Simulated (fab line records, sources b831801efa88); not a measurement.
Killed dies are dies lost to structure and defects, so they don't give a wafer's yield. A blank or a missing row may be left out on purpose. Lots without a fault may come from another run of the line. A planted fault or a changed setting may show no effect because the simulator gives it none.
Which tool did it? | flow gf180mcu | 6 lots, 18 wafers sampled, at 2 steps of a route of 602

WHAT THE GAUGES READ, wafer by wafer
GF_MIM_THK_MEAS_11: measures by xrf.
lot  | measured     | on            | MIM_ALCU_THK (nm)
L281 | day 25 16:22 | film_metro-04 | 206.0 203.3 203.1
L283 | day 26 04:26 | film_metro-01 | 202.9 205.2 206.2
L285 | day 27 04:45 | film_metro-03 | 207.0 208.7 205.9
L292 | day 28 21:18 | film_metro-03 | 204.1 200.5 201.7
L297 | day 30 13:34 | film_metro-03 | 205.7 203.7 205.0
L302 | day 31 20:38 | film_metro-01 | 207.1 201.0 203.4

WHICH TOOL RAN EACH LOT (tool, then ch and the chambers of the sampled wafers, then the start)
lot  | GF_HV_LDD_STRIP_22
L281 | plasma_asher-04 ch 0,1, day 11 15:22
L283 | plasma_asher-02 ch 0,1, day 12 01:02
L285 | plasma_asher-02 ch 0,1, day 12 21:19
L292 | plasma_asher-02 ch 0,1, day 14 17:07
L297 | plasma_asher-04 ch 0,1, day 16 14:28
L302 | plasma_asher-02 ch 0, day 18 05:22
- GF_HV_LDD_STRIP_22: strips in O2/N2.

THE ANSWER, worked out from the rows above alone
Rule: what is usual is taken from the lots themselves. Put in order of their means at a reading, lots are off if they are a third of the lots or fewer, leave a main group of 4 or more, and stand apart from it by a gap of 3 or more times the standard deviation of the main group's means; of several such gaps the widest counts. A main group whose means are all the same, to the digits that the tables above print for the reading, isn't used. A lot without any number at a reading at which 4 lots or more have one is off too. The other lots that the step has rows for count as sound.
No lot is off at any reading shown: from this, nothing can be told.

WHAT THE SIMULATOR HAD PUT IN
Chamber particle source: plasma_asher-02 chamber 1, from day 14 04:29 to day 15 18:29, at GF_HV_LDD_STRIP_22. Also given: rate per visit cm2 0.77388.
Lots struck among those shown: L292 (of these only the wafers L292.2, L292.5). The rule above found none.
